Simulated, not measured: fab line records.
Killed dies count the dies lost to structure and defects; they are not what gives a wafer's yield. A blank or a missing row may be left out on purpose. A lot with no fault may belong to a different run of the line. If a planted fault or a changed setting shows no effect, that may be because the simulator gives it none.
The same fault as seen by 2 desks -- flow sky130 -- each desk has only its own numbers; what lay behind them comes last

THE TOOL OWNER'S DESK: litho track-02
Per lot that ran on this tool, the mean of the sampled wafers carrying a number, from the tool's own readings at SKY_VT_ADJUST_NCORE_DEHYDRATE_00 (time 60 s). Any lot whose mean is over 4 standard deviations away from the usual mean is out of limits and marked OUT; that distance is given in the brackets.
Columns: A = exhaust pa at SKY_VT_ADJUST_NCORE_DEHYDRATE_00, usual 45.0 Pa; B = heater power total W at SKY_VT_ADJUST_NCORE_DEHYDRATE_00, usual 160.38 W; C = resist line temp C at SKY_VT_ADJUST_NCORE_DEHYDRATE_00, usual 22.98 C; D = run length s at SKY_VT_ADJUST_NCORE_DEHYDRATE_00, usual 89.35 s
lot,first seen here,A,B,C,D
L350,day 9 07:07,44.2,160.31,23.18,89.22
L351,day 9 16:10,46.2,160.35,23.08,89.41
L355,day 10 17:34,45.0,160.35,22.83,89.25
L356,day 10 23:20,46.7,160.29,22.99,89.34
L363,day 13 03:20,43.4,163.14 (+21) OUT,22.86,86.66 (-22) OUT
L364,day 13 06:58,44.3,162.99 (+20) OUT,23.00,86.60 (-23) OUT
L366,day 13 17:16,44.9,163.07 (+21) OUT,22.99,86.62 (-23) OUT
This desk finds L363, L364, L366 out of limits, L363 being first, at day 13 03:20 (heater power total W at SKY_VT_ADJUST_NCORE_DEHYDRATE_00). L350, L351, L355, L356: within limits.

AT THE METROLOGY DESK
Means of the sampled wafers that have a number, per lot and without regard to the tool the lot ran on: this is what the gauges read. Any lot whose mean is over 4 standard deviations away from the usual mean is out of limits and marked OUT; that distance is given in the brackets.
Columns: A = PWDE_OVL at SKY_PWDE_OVL_MEAS_07, usual 1.2 nm; B = SONOS_ONO_OXIDATION_THK at SKY_SONOS_ONO_THK_MEAS_01, usual 2.59 nm
lot,first seen here,A,B
L350,day 4 18:43,-0.6,2.61
L351,day 5 01:30,2.8,2.63
L353,day 5 08:02,1.4,2.60
L354,day 5 16:02,3.4,2.59
L355,day 5 23:00,2.4,2.47
L356,day 6 02:49,2.1,2.59
L357,day 6 07:11,0.8,2.66
L358,day 6 14:25,0.9,2.67
L363,day 7 20:26,1.2,2.64
L364,day 8 00:49,-0.9,2.63
L365,day 8 02:28,1.8,2.53
L366,day 8 08:43,-0.6,2.49
L370,day 9 05:42,0.6,2.55
Result from this desk: across the 13 lots, nothing is out of limits.

TAKEN TOGETHER
The tool owner's desk could have raised an alarm at day 13 03:20, on L363, L364, L366.
The metrology desk saw nothing out of limits.
The metrology desk has L363, L364, L366 on record, within its limits.
SKY_VT_ADJUST_NCORE_DEHYDRATE_00 was run on litho track-02 by each of the lots named.

WHAT HAD BEEN PUT IN BY THE SIMULATOR
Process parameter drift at SKY_VT_ADJUST_NCORE_DEHYDRATE_00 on litho track-02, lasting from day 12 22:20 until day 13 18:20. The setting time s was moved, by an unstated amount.
Struck lots among those shown: L363, L364, L366.
Delay in hours, fault start to first out-of-limits reading, by desk: the tool owner's desk at 5.
